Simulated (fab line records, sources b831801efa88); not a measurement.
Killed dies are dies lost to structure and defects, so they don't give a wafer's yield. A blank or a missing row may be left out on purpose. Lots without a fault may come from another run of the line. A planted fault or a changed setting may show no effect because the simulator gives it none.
fab line records | flow gf180mcu | part 1 of 2: steps 1 to 42 of 43
record lots=5 wafers=15 last_day=34
route steps=602 shown DUAL_GATE@145 POLY_GATE@157 HV_LDD@176 SALICIDE@278 PASSIVATION@602
lots that met no fault: from a run of the same line without faults
start_h: hours from the record's first day to the start of the lot's first wafer shown | wait_h: hours since the lot's step before | " the same as in the row above | L1.1+2: a row that stands for several wafers | - no value, or no start given | * or withheld: withheld | < > ~ a bound
route shown NAME@n: a module of which the file shows steps, and the number in the route of the first | usual: mean/standard deviation of fault-free wafers | same: alike in all rows | chamber/n: place in a boat | sites: the reading at each site | _std_site: their standard deviation | _edge_site: outer sites' mean less inner sites' | radius_mm: how far each site lies from the wafer's centre | mask NAME#n: copy n | behind: the tool/chamber that last shaped the wafer | hold: why the lot was held/for how many hours/how that ended | device: the transistor (n, p or np) that didn't switch | end of line: the same wafers' tests at the end of the route | a step without rows: its recipe alone | killed: dies lost to structure and defects at the first sort, not the wafer's yield | map: a wafer's dies, x killed, . not, _ none there
set.NAME: the setting as run; set.NAME@STEP: as run at that earlier step | model.NAME: the simulator's own value behind a step, which no gauge read
lots at some steps of the route; a table a step, a row a wafer
services: from which hour (start_h, from the record's first day; less than 0 if before it) a tool's chamber was out of use, for how many hours, and why
## steps
# step GF_DUAL_GATE_DEHYDRATE_04
# recipe temp_c=200 time_s=60
# step GF_DUAL_GATE_HMDS_05
# recipe prime_time_s=60 prime_temp_c=120
# step GF_DUAL_GATE_COAT_06
# recipe resist=NOVOLAK spin_rpm=3000 resist_thk_nm=1000
# step GF_DUAL_GATE_SOFTBAKE_07
# recipe temp_c=90 time_s=60 resist=NOVOLAK
# step GF_DUAL_GATE_EXPOSE_08
# recipe mask_id=Dualgate target_cd_nm=700 na=0.6 source_shape=conventional sigma_outer=0.6 dose_mj=140
# step GF_DUAL_GATE_PEB_09
# recipe temp_c=withheld time_s=* resist=NOVOLAK
# step GF_DUAL_GATE_DEVELOP_10
# recipe develop_time_s=60 dev_temp_c=23
# step GF_DUAL_GATE_OVL_MEAS_11
# usual DUAL_GATE_OVL=1.1/1.5
# columns lot.wafer tool chamber start_h wait_h DUAL_GATE_OVL[nm]
L203.1 overlay-02 - 182.45 0.1 0.2
L203.2 " - " " 0.5
L203.6 " - " " 0.0
L210.1 overlay-02 - 230.80 0.1 -0.4
L210.2 " - " " 0.2
L210.5 " - " " 0.4
L218.1 overlay-01 - 285.13 0.1 3.6
L218.2 " - " " 4.2
L218.6 " - " " 3.5
L221.2 overlay-02 - 306.18 0.1 -0.9
L221.3 " - " " -1.2
L221.6 " - " " -1.1
L225.2 overlay-02 - 334.49 0.1 0.2
L225.5 " - " " 0.2
L225.6 " - " " 0.3
# step GF_DUAL_GATE_WET_ETCH_12
# recipe chemistry=dHF target_depth_nm=13 dry=n2_spin target=SiO2 temp_c=25 dilution=100:1 time_s=260
# step GF_DUAL_GATE_STRIP_13
# recipe chemistry=O2/N2 power_w=1400 pressure_mtorr=1500 platen_temp_c=250 o2_flow_sccm=3000 n2_flow_sccm=300 overash_fraction=0.5
# usual chamber_pressure_mTorr=1499.9/1.4 drypump_motor_current_A=5.6/0.48 heater_power_w=344/23 oes_product_au=0.716/0.0045 strip_time_to_endpoint_s=12.62/0.035
# columns lot.wafer tool chamber start_h wait_h chamber_pressure_mTorr drypump_motor_current_A heater_power_w oes_product_au rf_hours_counter_h strip_time_to_endpoint_s
L203.1 plasma_asher-01 1 182.57 0.0 1502.5 6.1 338 0.719 53 12.61
L203.2 " 0 " " 1498.5 5.3 320 0.719 53 12.60
L203.6 " 1 " " 1499.4 6.1 338 0.715 - 12.59
L210.1 plasma_asher-04 1 230.92 0.0 1499.9 5.7 385 0.722 44 12.60
L210.2 " 0 " " 1503.3 4.8 330 0.712 44 12.61
L210.5 " 0 " " 1498.2 4.8 329 0.719 - 12.59
L218.1 plasma_asher-04 1 285.32 0.0 1502.8 5.7 393 0.718 50 12.58
L218.2 " 0 " " 1498.4 4.8 334 0.722 50 12.62
L218.6 " 1 " " 1501.0 5.7 392 0.718 - 12.61
L221.2 plasma_asher-01 1 306.29 0.0 1501.8 6.1 342 0.721 66 12.57
L221.3 " 0 " " 1499.9 5.3 309 0.716 - 12.60
L221.6 " 1 " " 1498.9 6.1 345 0.718 - 12.61
L225.2 plasma_asher-01 0 334.60 0.0 1500.8 5.3 322 0.711 69 12.54
L225.5 " 1 " " 1497.6 6.1 337 0.715 - 12.58
L225.6 " 0 " " 1499.8 5.3 325 0.708 - 12.57
# step GF_DUAL_GATE_CLEAN_14
# recipe chemistry=SC1/SC2 mix=1:4:20 temp_c=70 time_s=150 dry=n2_spin
# step GF_DUAL_GATE_OXIDATION_15
# recipe temp_c=850 ambient=O2 stabilise_s=600 purge_s=300 target_thk_a=70.98 ox_time_s=1995
# step GF_POLY_GATE_CVD_00
# recipe material=poly-Si target_thk_nm=200 temp_c=620 time_s=1200 pressure_mtorr=200
# usual spike_tc_bottom_C=640.7/2.7 spike_tc_centre_C=621.5/1.4 spike_tc_lower_C=619.8/1.3 spike_tc_top_C=638.3/2 spike_tc_upper_C=619.8/1.6 susceptor_temp_C=620.05/0.29 zone_power_upper_pct=8.5/0.35
# columns lot.wafer tool chamber start_h wait_h spike_tc_bottom_C spike_tc_centre_C spike_tc_lower_C spike_tc_top_C spike_tc_upper_C susceptor_temp_C zone_power_upper_pct model.poly-Si_of_POLY_GATE_CVD_00.thk_nm
L203.1 lpcvd-02 1 184.28 0.0 645.7 620.4 619.3 640.0 616.6 620.36 8.1 201
L203.2 " 1 " " 647.7 619.9 620.1 639.5 616.4 620.08 8.1 200.6
L203.6 " 1 " " 645.1 620.6 619.3 641.1 616.6 619.92 8.3 200.6
L210.1 lpcvd-01 1 233.05 0.0 651.5 634.7 632.5 651.8 633.7 632.60 8.5 266
L210.2 " 1 " " 650.4 633.7 633.7 652.5 633.9 632.70 8.5 265.5
L210.5 " 1 " " 650.5 637.5 632.3 650.8 633.0 632.68 8.4 266.6
L218.1 lpcvd-02 0 287.74 0.0 642.5 620.8 617.9 636.9 620.4 620.67 8.5 197.7
L218.2 " 0 " " 640.3 621.8 618.4 637.7 619.9 620.52 8.5 197.9
L218.6 " 0 " " 641.6 623.3 619.2 635.7 621.4 620.40 8.5 198.2
L221.2 lpcvd-01 1 309.23 1.2 641.0 622.3 620.6 640.0 618.5 620.08 8.2 201.2
L221.3 " 1 " " 639.5 622.9 619.7 639.6 619.5 619.77 8.2 203
L221.6 " 1 " " 638.5 622.6 619.4 640.5 621.0 620.09 8.2 200.9
L225.2 lpcvd-02 0 340.43 0.0 640.9 619.7 617.8 636.6 620.5 620.35 8.6 198.3
L225.5 " 0 " " 641.5 622.5 619.2 637.6 619.4 620.18 8.6 197.6
L225.6 " 0 " " 640.2 621.3 617.9 637.0 620.4 619.89 8.5 196.4
# step GF_POLY_GATE_THK_MEAS_01
# recipe reads=poly-Si_of_POLY_GATE_CVD_00
# usual POLY_GATE_CVD_00_THK=199.5/1.7
# columns lot.wafer tool chamber start_h wait_h hold POLY_GATE_CVD_00_THK[nm]
L203.1 film_metro-04 - 185.61 0.0 - 200.8
L203.2 " - " " - 200.5
L203.6 " - " " - 200.6
L210.1 film_metro-03 - 234.38 0.0 await_dispo/0.2h/release 266.0
L210.2 " - " " await_dispo/0.2h/release 265.5
L210.5 " - " " await_dispo/0.2h/release 266.5
L210.1 film_metro-03 - 234.61 0.2 - 266.1
L210.2 " - " " - 265.3
L210.5 " - " " - 266.3
L218.1 film_metro-03 - 289.08 0.0 - 197.5
L218.2 " - " " - 197.9
L218.6 " - " " - 198.2
L221.2 film_metro-03 - 310.57 0.0 - 201.0
L221.3 " - " " - 203.0
L221.6 " - " " - 201.0
L225.2 film_metro-02 - 341.77 0.0 - 198.5
L225.5 " - " " - 197.7
L225.6 " - " " - 196.5
# step GF_POLY_GATE_HMDS_03
# recipe prime_time_s=60 prime_temp_c=120
# step GF_POLY_GATE_COAT_04
# recipe resist=BARC temp_c=withheld time_s=withheld spin_rpm=withheld resist_thk_nm=withheld
# step GF_POLY_GATE_COAT_05
# recipe resist=KrF spin_rpm=withheld resist_thk_nm=700
# step GF_POLY_GATE_SOFTBAKE_06
# recipe temp_c=130 time_s=60 resist=KrF
# step GF_POLY_GATE_EXPOSE_07
# recipe mask_id=Poly2 target_cd_nm=280 na=0.68 source_shape=conventional sigma_outer=0.6 dose_mj=28
# step GF_POLY_GATE_PEB_08
# recipe peb_temp_c=135 peb_time_s=90 resist=KrF
# step GF_POLY_GATE_DEVELOP_09
# recipe develop_time_s=60 resist=KrF dev_temp_c=21
# step GF_POLY_GATE_CD_MEAS_10
# recipe target_cd_nm=280
# usual cd_nm=279.9/1.3
# columns lot.wafer tool chamber start_h wait_h cd_nm
L203.1 cd_sem-01 - 202.38 0.1 279.6
L203.2 " - " " 279.1
L203.6 " - " " 278.6
L210.1 cd_sem-01 - 253.31 0.1 277.2
L210.2 " - " " 277.8
L210.5 " - " " 276.0
L218.1 cd_sem-02 - 309.38 0.1 279.9
L218.2 " - " " 279.6
L218.6 " - " " 280.7
L221.2 cd_sem-01 - 331.67 0.1 280.1
L221.3 " - " " 278.7
L221.6 " - " " 281.0
L225.2 cd_sem-02 - 362.52 0.1 278.7
L225.5 " - " " 279.0
L225.6 " - " " 278.1
# step GF_POLY_GATE_OVL_MEAS_11
# usual POLY_GATE_OVL=-1/4.5
# columns lot.wafer tool chamber start_h wait_h POLY_GATE_OVL[nm]
L203.1 overlay-02 - 202.50 0.1 -7
L203.2 " - " " -4
L203.6 " - " " -2
L210.1 overlay-02 - 253.43 0.1 1
L210.2 " - " " -5
L210.5 " - " " -2
L218.1 overlay-02 - 309.50 0.1 -2
L218.2 " - " " -1
L218.6 " - " " 4
L221.2 overlay-01 - 331.78 0.1 3
L221.3 " - " " -3
L221.6 " - " " 3
L225.2 overlay-01 - 362.63 0.1 6
L225.5 " - " " 4
L225.6 " - " " 6
# step GF_POLY_GATE_ETCH_12
# recipe chemistry=N2/H2 target_depth_a=withheld overetch_a=withheld time_s=withheld target=BARC ion_energy_ev=200 source_w=500 bias_w=100 pressure_mtorr=30 n2_flow_sccm=100 h2_flow_sccm=200
# usual bias_w=100.0/0.31 chamber_pressure_mTorr=30.001/0.028 drypump_motor_current_A=5.7/0.35 oes_product_au=0.736/0.0054 throttle_valve_pct=13.214/0.0089
# columns lot.wafer tool chamber start_h wait_h bias_w chamber_pressure_mTorr drypump_motor_current_A oes_product_au throttle_valve_pct
L203.1 rie_diel-02 2 202.53 0.0 99.9 29.990 5.9 0.733 13.207
L203.2 " 3 " " 100.1 30.037 5.3 0.736 13.219
L203.6 " 2 " " 100.0 29.943 5.9 0.739 13.227
L210.1 rie_diel-01 3 253.46 0.0 100.1 30.001 5.8 0.727 13.210
L210.2 " 1 " " 100.2 30.005 5.0 0.723 13.211
L210.5 " 0 " " 100.3 29.988 5.8 0.735 13.222
L218.1 rie_diel-01 3 309.53 0.0 99.5 30.013 5.9 0.741 13.208
L218.2 " 1 " " 100.2 30.021 5.0 0.746 13.212
L218.6 " 3 " " 99.5 30.013 5.8 0.737 13.217
L221.2 rie_diel-01 1 331.81 0.0 99.9 29.978 5.0 0.741 13.195
L221.3 " 3 " " 99.7 29.986 5.9 0.739 13.211
L221.6 " 1 " " 99.8 30.058 5.0 0.729 13.213
L225.2 rie_diel-01 2 362.66 0.0 100.3 29.981 6.1 0.734 13.222
L225.5 " 3 " " 99.9 30.007 5.8 0.735 13.223
L225.6 " 2 " " 100.6 29.972 6.2 0.738 13.225
# step GF_POLY_GATE_ETCH_13
# recipe target=poly-Si target_depth_nm=198.5 stop_on=SiO2 over_etch_frac=0.403 chemistry=HBr/Cl2 icp_w=400 bias_w=100 pressure_mtorr=10 HBr_flow_sccm=150 Cl2_flow_sccm=50 time_s=69.6
# usual HBr_flow_sccm=150.1/0.43 bias_w=100.0/0.31 chamber_pressure_mTorr=10.001/0.0093 drypump_motor_current_A=5.5/0.47 oes_product_au=0.991/0.0071 throttle_valve_pct=33.684/0.008
# columns lot.wafer tool chamber start_h wait_h HBr_flow_sccm bias_w chamber_pressure_mTorr drypump_motor_current_A oes_product_au rf_hours_counter_h throttle_valve_pct
L203.1 rie_si-01 3 202.58 - 151.2 100.2 9.995 6.5 0.991 0 33.684
L203.2 " 0 " " 150.4 100.1 9.986 5.1 0.985 118 33.674
L203.6 " 2 " " 149.5 99.8 9.999 5.0 0.992 - 33.689
L210.1 rie_si-02 2 253.51 - 150.3 99.7 10.007 5.3 1.009 104 33.686
L210.2 " 0 " " 150.7 100.5 10.013 5.9 1.003 2 33.673
L210.5 " 0 " " 149.2 100.2 9.993 5.9 1.012 - 33.683
L218.1 rie_si-02 0 309.58 - 149.9 99.8 10.002 5.9 0.986 2 33.674
L218.2 " 1 " " 150.2 99.9 10.005 5.4 0.989 1 33.681
L218.6 " 1 " " 150.0 99.9 9.996 5.4 0.987 - 33.693
L221.2 rie_si-01 1 331.86 - 150.1 100.2 10.000 5.0 0.993 61 33.687
L221.3 " 0 " " 150.1 100.0 10.000 5.1 0.997 1 33.672
L221.6 " 0 " " 150.7 100.2 10.003 5.1 0.996 - 33.679
L225.2 rie_si-02 1 362.71 - 150.1 99.4 10.018 5.4 0.978 1 33.693
L225.5 " 0 " " 150.1 100.4 10.008 5.9 0.987 - 33.676
L225.6 " 1 " " 150.0 99.6 10.000 5.4 0.984 - 33.687
# step GF_POLY_GATE_STRIP_14
# recipe chemistry=O2/N2 power_w=1400 pressure_mtorr=1500 platen_temp_c=250 o2_flow_sccm=3000 n2_flow_sccm=300 overash_fraction=0.5
# usual chamber_pressure_mTorr=1500.0/1.4 drypump_motor_current_A=5.6/0.45 heater_power_w=346/25 oes_product_au=0.503/0.0051
# columns lot.wafer tool chamber start_h wait_h chamber_pressure_mTorr drypump_motor_current_A heater_power_w oes_product_au rf_hours_counter_h
L203.1 plasma_asher-01 0 202.64 0.0 1500.8 5.3 318 0.496 55
L203.2 " 1 " " 1501.0 6.1 335 0.495 55
L203.6 " 0 " " 1499.9 5.3 319 0.504 -
L210.1 plasma_asher-01 1 253.57 0.0 1499.5 6.1 336 0.497 60
L210.2 " 0 " " 1497.0 5.3 316 0.512 60
L210.5 " 0 " " 1499.2 5.3 312 0.503 -
L218.1 plasma_asher-04 1 309.64 0.0 1501.0 5.7 392 0.508 52
L218.2 " 0 " " 1499.8 4.8 341 0.510 52
L218.6 " 1 " " 1502.3 5.7 389 0.503 -
L221.2 plasma_asher-04 1 331.91 0.0 1502.0 5.7 403 0.502 54
L221.3 " 1 " " 1500.3 5.7 396 0.503 -
L221.6 " 0 " " 1500.1 4.8 342 0.497 -
L225.2 plasma_asher-04 0 362.76 0.0 1497.7 4.8 332 0.495 57
L225.5 " 0 " " 1501.5 4.8 333 0.513 -
L225.6 " 1 " " 1499.8 5.7 394 0.493 -
# step GF_POLY_GATE_CLEAN_15
# recipe chemistry=SC1/SC2 mix=1:4:20 temp_c=70 time_s=150 dry=n2_spin
# step GF_POLY_GATE_OXIDATION_16
# recipe temp_c=850 ambient=O2 stabilise_s=600 purge_s=300 target_thk_a=40 ox_time_s=899
# step GF_POLY_GATE_THK_MEAS_17
# recipe reads=SiO2_of_POLY_GATE_OXIDATION_16
# usual POLY_GATE_OXIDATION_THK=3.98/0.075
# columns lot.wafer tool chamber start_h wait_h POLY_GATE_OXIDATION_THK[nm]
L203.1 film_metro-02 - 207.22 0.0 3.85
L203.2 " - " " 3.90
L203.6 " - " " 3.86
L210.1 film_metro-04 - 255.87 0.0 3.96
L210.2 " - " " 4.00
L210.5 " - " " 3.94
L218.1 film_metro-03 - 311.04 0.0 3.91
L218.2 " - " " 3.89
L218.6 " - " " 3.95
L221.2 film_metro-04 - 334.54 0.0 4.04
L221.3 " - " " 4.02
L221.6 " - " " 3.91
L225.2 film_metro-03 - 365.59 0.0 3.98
L225.5 " - " " 3.89
L225.6 " - " " 4.03
# step GF_POLY_GATE_CD_MEAS_18
# usual cd_nm=279.8/1.9
# columns lot.wafer tool chamber start_h wait_h cd_nm
L203.1 cd_sem-02 - 207.28 0.1 278.6
L203.2 " - " " 280.2
L203.6 " - " " 278.7
L210.1 cd_sem-02 - 255.93 0.1 277.0
L210.2 " - " " 277.0
L210.5 " - " " 274.7
L218.1 cd_sem-01 - 311.10 0.1 280.7
L218.2 " - " " 276.8
L218.6 " - " " 279.8
L221.2 cd_sem-02 - 334.62 0.1 278.0
L221.3 " - " " 278.1
L221.6 " - " " 279.4
L225.2 cd_sem-01 - 365.67 0.1 276.6
L225.5 " - " " 280.3
L225.6 " - " " 275.8
# step GF_HV_LDD_DEHYDRATE_00
# recipe temp_c=200 time_s=60
# step GF_HV_LDD_HMDS_01
# recipe prime_time_s=60 prime_temp_c=120
# step GF_HV_LDD_COAT_02
# recipe resist=NOVOLAK spin_rpm=3000 resist_thk_nm=1000
# step GF_HV_LDD_SOFTBAKE_03
# recipe temp_c=90 time_s=60 resist=NOVOLAK
# step GF_HV_LDD_EXPOSE_04
# recipe mask_id=Nplus_LV_AREA target_cd_nm=400 na=0.6 source_shape=conventional sigma_outer=0.6 dose_mj=140
# step GF_HV_LDD_PEB_05
# recipe temp_c=withheld time_s=* resist=NOVOLAK
# step GF_HV_LDD_DEVELOP_06
# recipe develop_time_s=60 dev_temp_c=23
# step GF_HV_LDD_CD_MEAS_07
# recipe target_cd_nm=400
# usual cd_nm=399.4/2.5
# columns lot.wafer tool chamber start_h wait_h cd_nm
L203.1 cd_sem-01 - 223.56 0.1 399.6
L203.2 " - " " 399.6
L203.6 " - " " 396.5
L210.1 cd_sem-02 - 275.23 0.1 395.6
L210.2 " - " " 395.8
L210.5 " - " " 394.7
L218.1 cd_sem-01 - 332.13 0.1 402.9
L218.2 " - " " 402.3
L218.6 " - " " 404.5
L221.2 cd_sem-02 - 355.71 0.1 399.0
L221.3 " - " " 398.6
L221.6 " - " " 398.5
L225.2 cd_sem-01 - 388.06 0.1 396.9
L225.5 " - " " 396.2
L225.6 " - " " 397.5
# step GF_HV_LDD_OVL_MEAS_08
# usual HV_LDD_OVL=0.1/1.5
# columns lot.wafer tool chamber start_h wait_h HV_LDD_OVL[nm]
L203.1 overlay-02 - 223.68 0.1 0.7
L203.2 " - " " -0.6
L203.6 " - " " 0.7
L210.1 overlay-02 - 275.35 0.1 1.5
L210.2 " - " " 0.5
L210.5 " - " " -0.6
L218.1 overlay-01 - 332.25 0.1 1.6
L218.2 " - " " 0.9
L218.6 " - " " 2.4
L221.2 overlay-01 - 355.81 0.1 1.9
L221.3 " - " " 0.6
L221.6 " - " " 2.1
L225.2 overlay-02 - 388.16 0.1 -1.0
L225.5 " - " " -0.4
L225.6 " - " " -0.5
# step GF_HV_LDD_IMPLANT_09
# recipe species=As energy_kev=40 dose_cm2=1e+14 tilt_deg=7
# step GF_HV_LDD_STRIP_10
# recipe chemistry=O2/N2 power_w=1400 pressure_mtorr=1500 platen_temp_c=250 o2_flow_sccm=3000 n2_flow_sccm=300 overash_fraction=0.5
# usual chamber_pressure_mTorr=1500.2/1.3 drypump_motor_current_A=5.8/0.32 heater_power_w=344/13 oes_product_au=0.716/0.0045 strip_time_to_endpoint_s=12.63/0.035
# columns lot.wafer tool chamber start_h wait_h chamber_pressure_mTorr drypump_motor_current_A heater_power_w oes_product_au rf_hours_counter_h strip_time_to_endpoint_s
L203.1 plasma_asher-03 1 223.86 0.1 1499.2 5.9 353 0.714 12 12.60
L203.2 " 0 " " 1500.2 5.7 353 0.717 12 12.62
L203.6 " 0 " " 1497.7 5.7 344 0.721 - 12.63
L210.1 plasma_asher-02 0 275.53 0.1 1500.6 6.3 332 0.713 61 12.62
L210.2 " 1 " " 1499.0 5.6 357 0.714 61 12.63
L210.5 " 1 " " 1499.9 5.6 358 0.716 - 12.65
L218.1 plasma_asher-02 0 332.43 0.1 1500.5 6.3 342 0.719 67 12.64
L218.2 " 1 " " 1501.2 5.6 366 0.725 67 12.62
L218.6 " 0 " " 1497.8 6.2 343 0.715 - 12.56
L221.2 plasma_asher-02 1 355.99 0.1 1502.7 5.6 360 0.714 69 12.70
L221.3 " 0 " " 1500.9 6.3 340 0.720 - 12.69
L221.6 " 1 " " 1500.1 5.6 355 0.712 - 12.67
L225.2 plasma_asher-02 1 388.34 0.1 1500.4 5.6 362 0.722 72 12.57
L225.5 " 1 " " 1501.3 5.6 368 0.709 - 12.60
L225.6 " 0 " " 1502.8 6.2 351 0.716 - 12.61
# step GF_SALICIDE_CLEAN_00
# recipe chemistry=SC1/SC2 mix=1:4:20 temp_c=70 time_s=150
# usual bath_heat_duty_pct=12.9/1
# columns lot.wafer tool chamber start_h wait_h bath_heat_duty_pct model.poly-Si_of_POLY_GATE_CVD_00.thk_nm
L203.1 wet_bench-02 0 348.46 0.1 13.2 199.8
L203.2 " 0 " " 12.7 199.3
L203.6 " 0 " " 12.2 199.3
L210.1 wet_bench-01 3 409.46 0.1 11.8 264.7
L210.2 " 3 " " 11.9 264.2
L210.5 " 3 " " 12.3 265.3
L218.1 wet_bench-03 3 475.49 0.1 13.0 196.4
L218.2 " 3 " " 12.7 196.7
L218.6 " 3 " " 13.5 196.9
L221.2 wet_bench-03 0 501.71 0.1 14.2 199.9
L221.3 " 0 " " 14.0 201.7
L221.6 " 0 " " 13.2 199.6
L225.2 wet_bench-03 2 535.96 0.1 14.0 197.1
L225.5 " 2 " " 14.0 196.3
L225.6 " 2 " " 12.7 195.2
## key
first_sign step=GF_POLY_GATE_CVD_00 reading=susceptor_temp_C direction=up sigmas=44 usual=* struck=*
effect step=GF_POLY_GATE_CVD_00 reading=spike_tc_lower_C direction=up sigmas=10 usual=619.8 struck=632.8
effect step=GF_POLY_GATE_THK_MEAS_01 reading=visit direction=added
effect step=GF_POLY_GATE_THK_MEAS_01 reading=POLY_GATE_CVD_00_THK direction=up sigmas=39 usual=199.5 struck=266.0
model_effect step=GF_POLY_GATE_CVD_00 value=poly-Si_of_POLY_GATE_CVD_00.thk_nm without=200 struck=266
model_effect step=GF_SALICIDE_CLEAN_00 value=poly-Si_of_POLY_GATE_CVD_00.thk_nm without=198.8 struck=264.7
model_effect step=GF_PASSIVATION_PROBE_99 value=etest.ppoly_u.line_ohm_um without=447.8 struck=378.8
met_at GF_POLY_GATE_CVD_00
struck_wafers L210.1,L210.2,L210.5
tester_left_out L210
fault kind=process_parameter_drift tool=lpcvd-01 chamber=1 onset_h=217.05 steps=GF_POLY_GATE_CVD_00 channel=temp_c offset=* shape=step end_h=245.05 acts_in=* stated=*
# tester_left_out: of these lots the tester's yield and bins aren't shown, on N5 and GAA mostly nor the transistor test; their killed dies are dies lost to structure and defects alone, not to doping, threshold or leakage, so they don't give the yield
